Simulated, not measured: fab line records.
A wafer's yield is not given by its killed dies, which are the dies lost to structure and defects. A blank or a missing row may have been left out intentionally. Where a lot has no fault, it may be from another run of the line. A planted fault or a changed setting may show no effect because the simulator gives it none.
What tool caused it? / flow sky130 / 13 lots, 39 wafers sampled, at 5 steps of a route of 708

== WHAT THE GAUGES SHOWED, per wafer ==
SKY_FIELD_ISO_THK_MEAS_04.
lot=L260; measured=day 1 14:50; on=filmMetro-03; FIELD_ISO_CVD_03_THK (nm)=163.6 161.6 160.9
lot=L261; measured=day 1 19:08; on=filmMetro-04; FIELD_ISO_CVD_03_THK (nm)=166.1 165.4 164.2
lot=L262; measured=day 2 04:46; on=filmMetro-04; FIELD_ISO_CVD_03_THK (nm)=165.1 164.3 164.2
lot=L263; measured=day 2 04:47; on=filmMetro-03; FIELD_ISO_CVD_03_THK (nm)=163.6 163.4 164.9
lot=L264; measured=day 2 17:46; on=filmMetro-04; FIELD_ISO_CVD_03_THK (nm)=162.4 161.6 162.6
lot=L267; measured=day 3 03:07; on=filmMetro-04; FIELD_ISO_CVD_03_THK (nm)=166.6 166.1 166.0
lot=L269; measured=day 3 11:43; on=filmMetro-02; FIELD_ISO_CVD_03_THK (nm)=164.5 163.1 163.6
lot=L270; measured=day 3 21:19; on=filmMetro-02; FIELD_ISO_CVD_03_THK (nm)=164.0 164.9 163.9
lot=L273; measured=day 4 10:28; on=filmMetro-04; FIELD_ISO_CVD_03_THK (nm)=165.6 164.6 164.8
lot=L274; measured=day 4 17:11; on=filmMetro-03; FIELD_ISO_CVD_03_THK (nm)=163.5 163.9 165.4
lot=L275; measured=day 4 17:11; on=filmMetro-04; FIELD_ISO_CVD_03_THK (nm)=164.1 165.0 165.0
lot=L277; measured=day 5 06:37; on=filmMetro-04; FIELD_ISO_CVD_03_THK (nm)=164.0 164.0 163.1
lot=L283; measured=day 6 08:29; on=filmMetro-02; FIELD_ISO_CVD_03_THK (nm)=161.9 162.8 162.9

SKY_NWELL_OVL_MEAS_10.
lot=L260; measured=day 5 01:53; on=overlay-02; NWELL_00_OVL (nm)=-1.7 -0.7 0.7
lot=L261; measured=day 5 13:43; on=overlay-01; NWELL_00_OVL (nm)=-2.1 -2.7 -1.7
lot=L262; measured=day 5 14:04; on=overlay-02; NWELL_00_OVL (nm)=2.1 0.4 -1.0
lot=L263; measured=day 5 14:42; on=overlay-02; NWELL_00_OVL (nm)=-1.4 -0.6 -2.6
lot=L264; measured=day 6 02:13; on=overlay-02; NWELL_00_OVL (nm)=0.9 -0.9 1.2
lot=L267; measured=day 6 15:13; on=overlay-01; NWELL_00_OVL (nm)=-0.4 2.2 -1.5
lot=L269; measured=day 7 02:30; on=overlay-01; NWELL_00_OVL (nm)=0.6 0.4 0.9
lot=L270; measured=day 7 20:49; on=overlay-01; NWELL_00_OVL (nm)=3.2 1.5 1.0
lot=L273; measured=day 8 04:50; on=overlay-01; NWELL_00_OVL (nm)=0.6 0.2 0.3
lot=L274; measured=day 8 08:17; on=overlay-01; NWELL_00_OVL (nm)=1.8 2.0 3.2
lot=L275; measured=day 8 09:01; on=overlay-02; NWELL_00_OVL (nm)=0.6 1.2 0.9
lot=L277; measured=day 8 17:20; on=overlay-02; NWELL_00_OVL (nm)=1.2 1.1 -1.4
lot=L283; measured=day 10 07:19; on=overlay-01; NWELL_00_OVL (nm)=0.7 1.0 -1.1

SKY_VT_ADJUST_LVTN_TW_MEAS_10.
lot=L260; measured=day 7 08:16; on=filmMetro-01; VT_ADJUST_LVTN_TW=237.9 236.8 236.0
lot=L261; measured=day 7 23:12; on=filmMetro-02; VT_ADJUST_LVTN_TW=235.5 236.1 236.5
lot=L262; measured=day 8 00:28; on=filmMetro-01; VT_ADJUST_LVTN_TW=236.3 237.9 236.4
lot=L263; measured=day 8 01:23; on=filmMetro-01; VT_ADJUST_LVTN_TW=237.8 237.7 237.4
lot=L264; measured=day 8 14:34; on=filmMetro-03; VT_ADJUST_LVTN_TW=239.3 237.0 238.7
lot=L267; measured=day 9 04:56; on=filmMetro-02; VT_ADJUST_LVTN_TW=236.6 235.2 235.7
lot=L269; measured=day 9 17:07; on=filmMetro-01; VT_ADJUST_LVTN_TW=237.7 236.6 237.1
lot=L270; measured=day 10 13:55; on=filmMetro-02; VT_ADJUST_LVTN_TW=235.6 236.3 236.7
lot=L273; measured=day 10 23:51; on=filmMetro-03; VT_ADJUST_LVTN_TW=237.3 238.6 239.0
lot=L274; measured=day 11 04:23; on=filmMetro-03; VT_ADJUST_LVTN_TW=237.9 236.0 237.4
lot=L275; measured=day 11 05:16; on=filmMetro-03; VT_ADJUST_LVTN_TW=230.1 238.5 238.2
lot=L277; measured=day 11 14:27; on=filmMetro-02; VT_ADJUST_LVTN_TW=235.2 236.0 234.7
lot=L283; measured=day 13 09:03; on=filmMetro-02; VT_ADJUST_LVTN_TW=235.9 235.9 236.0

== WHICH TOOL RAN EACH LOT (tool, then ch and the chambers of the sampled wafers, then the start) ==
lot=L260; SKY_FIELD_ISO_STRIP_16=plasmaAsher-04 ch 0,1, day 2 05:03; SKY_VT_ADJUST_LVTN_IMPLANT_08=implanter-03 ch 0, day 7 08:01
lot=L261; SKY_FIELD_ISO_STRIP_16=plasmaAsher-04 ch 0,1, day 2 09:38; SKY_VT_ADJUST_LVTN_IMPLANT_08=implanter-01 ch 0, day 7 22:57
lot=L262; SKY_FIELD_ISO_STRIP_16=plasmaAsher-01 ch 0,1, day 2 18:42; SKY_VT_ADJUST_LVTN_IMPLANT_08=implanter-01 ch 0, day 8 00:13
lot=L263; SKY_FIELD_ISO_STRIP_16=plasmaAsher-02 ch 0,1, day 2 18:28; SKY_VT_ADJUST_LVTN_IMPLANT_08=implanter-02 ch 0, day 8 01:10
lot=L264; SKY_FIELD_ISO_STRIP_16=plasmaAsher-04 ch 0,1, day 3 08:08; SKY_VT_ADJUST_LVTN_IMPLANT_08=implanter-03 ch 0, day 8 14:20
lot=L267; SKY_FIELD_ISO_STRIP_16=plasmaAsher-04 ch 0,1, day 3 17:23; SKY_VT_ADJUST_LVTN_IMPLANT_08=implanter-03 ch 0, day 9 04:42
lot=L269; SKY_FIELD_ISO_STRIP_16=plasmaAsher-04 ch 0,1, day 4 02:11; SKY_VT_ADJUST_LVTN_IMPLANT_08=implanter-01 ch 0, day 9 16:54
lot=L270; SKY_FIELD_ISO_STRIP_16=plasmaAsher-04 ch 0,1, day 4 13:39; SKY_VT_ADJUST_LVTN_IMPLANT_08=implanter-03 ch 0, day 10 13:40
lot=L273; SKY_FIELD_ISO_STRIP_16=plasmaAsher-02 ch 0,1, day 5 02:39; SKY_VT_ADJUST_LVTN_IMPLANT_08=implanter-02 ch 0, day 10 23:36
lot=L274; SKY_FIELD_ISO_STRIP_16=plasmaAsher-01 ch 0,1, day 5 08:54; SKY_VT_ADJUST_LVTN_IMPLANT_08=implanter-01 ch 0, day 11 04:09
lot=L275; SKY_FIELD_ISO_STRIP_16=plasmaAsher-01 ch 0,1, day 5 09:23; SKY_VT_ADJUST_LVTN_IMPLANT_08=implanter-03 ch 0, day 11 05:01
lot=L277; SKY_FIELD_ISO_STRIP_16=plasmaAsher-01 ch 0,1, day 5 22:53; SKY_VT_ADJUST_LVTN_IMPLANT_08=implanter-01 ch 0, day 11 14:12
lot=L283; SKY_FIELD_ISO_STRIP_16=plasmaAsher-02 ch 0,1, day 7 04:18; SKY_VT_ADJUST_LVTN_IMPLANT_08=implanter-02 ch 0, day 13 08:48
- SKY_FIELD_ISO_STRIP_16: strips in O2/N2.
- SKY_VT_ADJUST_LVTN_IMPLANT_08

== AS READ BY THE TOOLS THEMSELVES (means over the sampled wafers that have a number; for cases with no such wafer, the mark the record gives instead) ==
SKY_FIELD_ISO_STRIP_16.
lot=L260; tool=plasmaAsher-04; drypumpMotorCurrentA (A)=5.5; oesProductAu (a.u.)=0.379; stripTimeToEndpointS (s)=3.555
lot=L261; tool=plasmaAsher-04; drypumpMotorCurrentA (A)=5.7; oesProductAu (a.u.)=0.376; stripTimeToEndpointS (s)=3.568
lot=L262; tool=plasmaAsher-01; drypumpMotorCurrentA (A)=5.3; oesProductAu (a.u.)=0.376; stripTimeToEndpointS (s)=3.573
lot=L263; tool=plasmaAsher-02; drypumpMotorCurrentA (A)=6.1; oesProductAu (a.u.)=0.380; stripTimeToEndpointS (s)=3.560
lot=L264; tool=plasmaAsher-04; drypumpMotorCurrentA (A)=5.7; oesProductAu (a.u.)=0.381; stripTimeToEndpointS (s)=3.559
lot=L267; tool=plasmaAsher-04; drypumpMotorCurrentA (A)=5.5; oesProductAu (a.u.)=0.382; stripTimeToEndpointS (s)=3.569
lot=L269; tool=plasmaAsher-04; drypumpMotorCurrentA (A)=5.5; oesProductAu (a.u.)=0.385; stripTimeToEndpointS (s)=3.568
lot=L270; tool=plasmaAsher-04; drypumpMotorCurrentA (A)=5.5; oesProductAu (a.u.)=0.374; stripTimeToEndpointS (s)=3.534
lot=L273; tool=plasmaAsher-02; drypumpMotorCurrentA (A)=6.1; oesProductAu (a.u.)=0.379; stripTimeToEndpointS (s)=3.539
lot=L274; tool=plasmaAsher-01; drypumpMotorCurrentA (A)=5.3; oesProductAu (a.u.)=0.383; stripTimeToEndpointS (s)=3.579
lot=L275; tool=plasmaAsher-01; drypumpMotorCurrentA (A)=5.3; oesProductAu (a.u.)=0.374; stripTimeToEndpointS (s)=3.532
lot=L277; tool=plasmaAsher-01; drypumpMotorCurrentA (A)=5.3; oesProductAu (a.u.)=0.384; stripTimeToEndpointS (s)=3.547
lot=L283; tool=plasmaAsher-02; drypumpMotorCurrentA (A)=5.7; oesProductAu (a.u.)=0.377; stripTimeToEndpointS (s)=3.581

== THE ANSWER, worked out from the rows above alone ==
Rule: what is usual is taken from the lots themselves. The widest of any qualifying gaps counts: lots, ordered by their means at a reading, are off when they make up no more than a third of the lots, leave a main group of 4 or more, and stand apart from it by 3 or more times the standard deviation of that group's means. Not used: any main group whose means are identical at the precision the tables above print for the reading. A lot without any number at a reading at which 4 lots or more have one is off too. The other lots that the step has rows for count as sound. After the gauges, taken in route order, come the tools' own readings; for these a lot's mean is taken, as printed above. The first step at which some lot is off is used, and at that step the reading that is off furthest; a lot without a number counts as furthest.
No lot is off on any of the readings shown, so nothing can be concluded from this.

== WHAT THE SIMULATOR HAD PUT IN ==
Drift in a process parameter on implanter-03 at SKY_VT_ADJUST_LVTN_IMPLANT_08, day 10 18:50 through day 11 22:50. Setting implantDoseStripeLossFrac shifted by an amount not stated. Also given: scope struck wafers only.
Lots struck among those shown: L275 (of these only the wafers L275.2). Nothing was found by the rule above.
